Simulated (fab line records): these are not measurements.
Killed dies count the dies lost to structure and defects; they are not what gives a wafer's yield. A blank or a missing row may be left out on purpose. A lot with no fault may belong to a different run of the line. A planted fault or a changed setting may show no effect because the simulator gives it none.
fab line records -- flow sfqLine
record: lots: 15, wafers: 44, lastDay: 77
route steps=325 shown M0@29
lots with no fault: from the same line, run without faults
startH: the number of hours between the record's first day and the start of the first shown wafer of the lot -- waitH: how many hours have passed since the lot's step before this one -- " the same as in the row above -- L1.1+2: a row that stands for several wafers -- - no value, or no start was given -- * or withheld: withheld -- < > ~ a bound
route shown NAME@n: a module of which the file shows steps, and the number in the route of the first -- usual: average and standard deviation across the fault-free wafers -- same: alike in all rows -- chamber/n: place in a boat -- sites: the reading at each site -- _std_site: the values' standard deviation -- _edge_site: inner sites' mean taken away from outer sites' mean -- radiusMm: for every site, how far away it sits from the centre of the wafer -- mask NAME#n: copy n -- behind: the most recent tool/chamber to have shaped the wafer -- hold: the reason the lot was held/the length of the hold in hours/how it ended -- device: whichever transistor did not switch (one of n, p or np) -- end of line: at the end of the route, the tests of the same wafers -- a step with no rows: only its recipe -- killed: count of dies lost to structure and defects at first sort (not the wafer's yield) -- map: a wafer's dies, marking killed ones x, the rest . and places with no die _
set.NAME: the setting that was run; set.NAME@STEP: the one run at that earlier step -- model.NAME: the simulator's own value behind a step, which no gauge read
a sample of lots followed through the steps of the route, with each step as a table and each wafer as a row
services: the hour from which a tool's chamber was out of use, counted from the record's first day as startH (under 0 if before that day), plus the number of hours and why
== steps ==
step: SFQ_TRILAYER_M0_DEP_SPUTTER_019
recipe: material: Nb, basePressurePa: 1.33e-06, chamberPressurePa: 0.1333, substrateTempC: 20, resputterCathodeVoltageV: 400, targetThkNm: 200, powerW: 2000, timeS: 133.3
usual: throttleValvePct: 30.0/0.83
lot.wafer,tool,chamber,startH,waitH,throttleValvePct
L162.2,pvdSputter-06,-,103.54,0.0,30.6
L162.3,pvdSputter-06,-,103.54,0.0,29.1
L162.5,pvdSputter-06,-,103.54,0.0,30.6
L163.2,pvdSputter-03,-,113.14,0.0,30.0
L163.4,pvdSputter-03,-,113.14,0.0,29.9
L163.6,pvdSputter-03,-,113.14,0.0,29.7
L164.1,pvdSputter-03,-,119.63,0.0,30.0
L164.3,pvdSputter-03,-,119.63,0.0,30.0
L164.6,pvdSputter-03,-,119.63,0.0,30.2
L165.1,pvdSputter-05,-,124.54,0.0,28.2
L165.2,pvdSputter-05,-,124.54,0.0,29.6
L165.6,pvdSputter-05,-,124.54,0.0,31.0
L166.1,pvdSputter-03,-,127.36,0.0,30.0
L166.3,pvdSputter-03,-,127.36,0.0,29.6
L166.5,pvdSputter-03,-,127.36,0.0,29.9
L167.1,pvdSputter-03,-,131.14,0.0,30.0
L167.2,pvdSputter-03,-,131.14,0.0,30.2
L167.3,pvdSputter-03,-,131.14,0.0,29.1
L170.3,pvdSputter-03,-,157.15,0.0,29.8
L170.4,pvdSputter-03,-,157.15,0.0,30.1
L170.5,pvdSputter-03,-,157.15,0.0,29.2
L172.1,pvdSputter-03,-,170.71,0.0,29.7
L172.6,pvdSputter-03,-,170.71,0.0,29.8
L177.1,pvdSputter-05,-,196.30,0.0,30.9
L177.4,pvdSputter-05,-,196.30,0.0,30.9
L177.5,pvdSputter-05,-,196.30,0.0,31.0
L178.2,pvdSputter-06,-,201.70,0.0,29.3
L178.3,pvdSputter-06,-,201.70,0.0,31.3
L178.4,pvdSputter-06,-,201.70,0.0,29.3
L180.1,pvdSputter-05,-,214.91,0.0,28.3
L180.2,pvdSputter-05,-,214.91,0.0,29.4
L180.3,pvdSputter-05,-,214.91,0.0,31.3
L182.2,pvdSputter-06,-,226.47,0.0,29.1
L182.3,pvdSputter-06,-,226.47,0.0,31.0
L182.5,pvdSputter-06,-,226.47,0.0,30.9
L183.1,pvdSputter-05,-,232.30,0.0,28.6
L183.4,pvdSputter-05,-,232.30,0.0,29.5
L183.5,pvdSputter-05,-,232.30,0.0,29.6
L184.4,pvdSputter-05,-,239.50,0.0,31.1
L184.5,pvdSputter-05,-,239.50,0.0,31.3
L184.6,pvdSputter-05,-,239.50,0.0,29.6
L185.2,pvdSputter-05,-,246.70,0.0,31.1
L185.5,pvdSputter-05,-,246.70,0.0,31.2
L185.6,pvdSputter-05,-,246.70,0.0,29.6
step: SFQ_M0_RS_MEAS_904
recipe: thkMeasGauge: four-point-probe, reads: Nb_of_TRILAYER_M0_DEP_SPUTTER_019
usual: M0_NB_RS: 0.889/0.013
lot.wafer,tool,chamber,startH,waitH,M0_NB_RS[ohm/sq]
L162.2,filmMetro-03,-,103.65,0.1,0.881
L162.3,filmMetro-03,-,103.65,0.1,0.889
L162.5,filmMetro-03,-,103.65,0.1,0.883
L163.2,filmMetro-01,-,113.25,0.1,0.878
L163.4,filmMetro-01,-,113.25,0.1,0.898
L163.6,filmMetro-01,-,113.25,0.1,0.885
L164.1,filmMetro-01,-,119.72,0.0,0.897
L164.3,filmMetro-01,-,119.72,0.0,0.892
L164.6,filmMetro-01,-,119.72,0.0,0.903
L165.1,filmMetro-04,-,124.63,0.0,0.896
L165.2,filmMetro-04,-,124.63,0.0,0.906
L165.6,filmMetro-04,-,124.63,0.0,0.924
L166.1,filmMetro-04,-,127.45,0.0,0.888
L166.3,filmMetro-04,-,127.45,0.0,0.889
L166.5,filmMetro-04,-,127.45,0.0,0.897
L167.1,filmMetro-03,-,131.23,0.0,0.809
L167.2,filmMetro-03,-,131.23,0.0,0.887
L167.3,filmMetro-03,-,131.23,0.0,0.881
L170.3,filmMetro-03,-,157.28,0.1,0.897
L170.4,filmMetro-03,-,157.28,0.1,0.827
L170.5,filmMetro-03,-,157.28,0.1,0.887
L172.1,filmMetro-04,-,170.80,0.0,0.823
L172.6,filmMetro-04,-,170.80,0.0,0.891
L177.1,filmMetro-03,-,196.39,0.0,0.883
L177.4,filmMetro-03,-,196.39,0.0,0.885
L177.5,filmMetro-03,-,196.39,0.0,0.908
L178.2,filmMetro-04,-,201.81,0.1,0.882
L178.3,filmMetro-04,-,201.81,0.1,0.889
L178.4,filmMetro-04,-,201.81,0.1,0.882
L180.1,filmMetro-04,-,215.01,0.0,0.869
L180.2,filmMetro-04,-,215.01,0.0,0.885
L180.3,filmMetro-04,-,215.01,0.0,0.906
L182.2,filmMetro-01,-,226.58,0.1,0.871
L182.3,filmMetro-01,-,226.58,0.1,0.890
L182.5,filmMetro-01,-,226.58,0.1,0.880
L183.1,filmMetro-03,-,232.39,0.0,0.872
L183.4,filmMetro-03,-,232.39,0.0,0.874
L183.5,filmMetro-03,-,232.39,0.0,0.875
L184.4,filmMetro-01,-,239.65,0.1,0.924
L184.5,filmMetro-01,-,239.65,0.1,0.919
L184.6,filmMetro-01,-,239.65,0.1,0.895
L185.2,filmMetro-03,-,246.81,0.1,0.881
L185.5,filmMetro-03,-,246.81,0.1,0.912
L185.6,filmMetro-03,-,246.81,0.1,0.882
step: SFQ_TRILAYER_M0_ETCH_METAL_ETCH_024
recipe: target: Nb, stopOn: SiO2, maskMaterial: PR, chemistry: Cl2/Ar, targetDepthNm: 240, icpW: 600, biasW: 80, pressureMtorr: 10, timeS: 120
usual: chamberPressureMTorr: 10.001/0.0096, drypumpMotorCurrentA: 5.7/0.42, heBacksideLeakSccm: 3.34/0.2, oesProductAu: 0.895/0.0083
lot.wafer,tool,chamber,startH,waitH,chamberPressureMTorr,drypumpMotorCurrentA,heBacksideLeakSccm,oesProductAu,rfHoursCounterH
L162.2,rieMetal-02,1,156.70,0.0,10.010,5.6,3.38,0.899,5
L162.3,rieMetal-02,1,156.70,0.0,10.006,5.6,3.44,0.889,-
L162.5,rieMetal-02,0,156.70,0.0,10.001,6.4,3.33,0.899,-
L163.2,rieMetal-01,0,166.30,0.0,10.002,5.0,3.83,0.899,24
L163.4,rieMetal-01,0,166.30,0.0,10.009,5.0,3.60,0.886,-
L163.6,rieMetal-01,1,166.30,0.0,9.998,5.8,3.04,0.904,-
L164.1,rieMetal-01,0,172.30,0.0,10.001,5.0,3.36,0.890,25
L164.3,rieMetal-01,0,172.30,0.0,9.999,5.0,3.42,0.906,-
L164.6,rieMetal-01,0,172.30,0.0,9.996,5.0,3.33,0.884,-
L165.1,rieMetal-04,0,177.16,0.1,9.995,6.0,3.33,0.897,120
L165.2,rieMetal-04,0,177.16,0.1,9.990,6.0,3.23,0.880,-
L165.6,rieMetal-04,0,177.16,0.1,10.014,6.0,3.17,0.874,-
L166.1,rieMetal-02,0,178.74,0.0,10.012,6.3,3.24,0.894,200
L166.3,rieMetal-02,1,178.74,0.0,9.987,5.6,3.53,0.896,-
L166.5,rieMetal-02,0,178.74,0.0,10.012,6.4,3.53,0.888,-
L167.1,rieMetal-01,0,183.10,0.0,9.994,5.0,3.63,0.940,27
L167.2,rieMetal-01,1,183.10,0.0,10.001,5.8,3.07,0.904,10
L167.3,rieMetal-01,0,183.10,0.0,10.017,5.0,3.57,0.905,-
L170.3,rieMetal-02,1,215.54,0.1,10.015,5.6,3.38,0.889,-
L170.4,rieMetal-02,0,215.54,0.1,10.001,6.3,3.33,0.932,-
L170.5,rieMetal-02,0,215.54,0.1,9.997,6.3,3.39,0.893,-
L172.1,rieMetal-04,0,227.56,0.1,10.007,6.0,3.14,0.935,137
L172.6,rieMetal-04,0,227.56,0.1,9.982,6.0,3.30,0.891,-
L177.1,rieMetal-01,0,255.85,0.0,10.019,5.0,3.72,0.894,40
L177.4,rieMetal-01,1,255.85,0.0,9.999,5.9,3.20,0.899,-
L177.5,rieMetal-01,1,255.85,0.0,10.007,5.8,3.22,0.884,-
L178.2,rieMetal-02,1,260.65,0.0,10.022,5.6,3.41,0.900,27
L178.3,rieMetal-02,1,260.65,0.0,10.001,5.6,3.44,0.893,-
L178.4,rieMetal-02,0,260.65,0.0,9.999,6.4,3.31,0.905,-
L180.1,rieMetal-01,1,278.50,0.0,10.008,5.8,3.19,0.905,26
L180.2,rieMetal-01,0,278.50,0.0,9.989,5.0,3.93,0.898,43
L180.3,rieMetal-01,1,278.50,0.0,9.991,5.8,3.04,0.889,-
L182.2,rieMetal-04,0,292.90,0.0,9.973,6.0,3.48,0.908,156
L182.3,rieMetal-04,1,292.90,0.0,9.991,5.8,3.36,0.890,-
L182.5,rieMetal-04,0,292.90,0.0,10.000,6.0,3.33,0.896,-
L183.1,rieMetal-02,0,296.50,0.0,9.986,6.3,3.07,0.904,18
L183.4,rieMetal-02,0,296.50,0.0,10.000,6.3,3.13,0.899,-
L183.5,rieMetal-02,1,296.50,0.0,9.989,5.6,3.43,0.906,-
L184.4,rieMetal-01,0,304.94,0.1,10.003,5.0,3.50,0.881,-
L184.5,rieMetal-01,1,304.94,0.1,10.008,5.8,3.28,0.878,-
L184.6,rieMetal-01,0,304.94,0.1,10.016,5.0,3.57,0.895,-
L185.2,rieMetal-01,0,312.10,0.0,10.016,5.0,3.60,0.896,48
L185.5,rieMetal-01,1,312.10,0.0,9.992,5.9,3.13,0.889,-
L185.6,rieMetal-01,0,312.10,0.0,10.004,5.0,3.52,0.896,-
== services ==
tool,chamber,startH,hours,kind
pvdSputter-03,-,99.33,2.4,repair
rieMetal-01,1,118.01,-,clean
rieMetal-01,1,118.01,12.7,scheduledDown
rieMetal-01,1,118.01,12.7,ventCycle
pvdSputter-05,-,130.04,2.9,repair
pvdSputter-03,-,135.82,3.9,repair
rieMetal-04,1,142.19,118.9,repair
pvdSputter-05,-,161.31,1.9,repair
pvdSputter-03,-,174.46,2.0,repair
pvdSputter-06,-,178.98,8.8,repair
pvdSputter-05,1,183.99,-,consumableReplace:kit
pvdSputter-05,1,183.99,18.0,scheduledDown
pvdSputter-05,1,183.99,18.0,ventCycle
pvdSputter-06,-,184.28,2.7,repair
rieMetal-04,-,196.31,0.7,repair
rieMetal-02,-,231.02,1.4,pm
rieMetal-01,-,249.43,1.4,repair
pvdSputter-03,-,260.99,3.8,repair
pvdSputter-06,-,267.53,1.5,repair
pvdSputter-03,2,267.68,-,consumableReplace:kit
pvdSputter-03,2,267.68,18.0,scheduledDown
rieMetal-02,1,271.23,4.4,repair
rieMetal-01,-,298.66,1.4,pm
pvdSputter-06,-,306.56,7.0,repair
== key ==
firstSign: step: SFQ_M0_RS_MEAS_904, reading: M0_NB_RS, direction: down, sigmas: 5.5, usual: 0.889, struck: 0.820
effect: step: SFQ_TRILAYER_M0_ETCH_METAL_ETCH_024, reading: oesProductAu, direction: up, sigmas: 4.9, usual: 0.895, struck: 0.935
metAt SFQ_TRILAYER_M0_DEP_SPUTTER_019
struckLots L167,L170,L172
struckWafers L167.1,L170.4,L172.1
onsetBetween 127.36 131.14
fault: kind: processParameterDrift, tool: pvdSputter-03, chamber: -, onsetH: 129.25, steps: SFQ_TRILAYER_M0_DEP_SPUTTER_019, channel: timeS, offset: *, shape: step, endH: 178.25, scope: struckWafersOnly, actsIn: *, stated: *
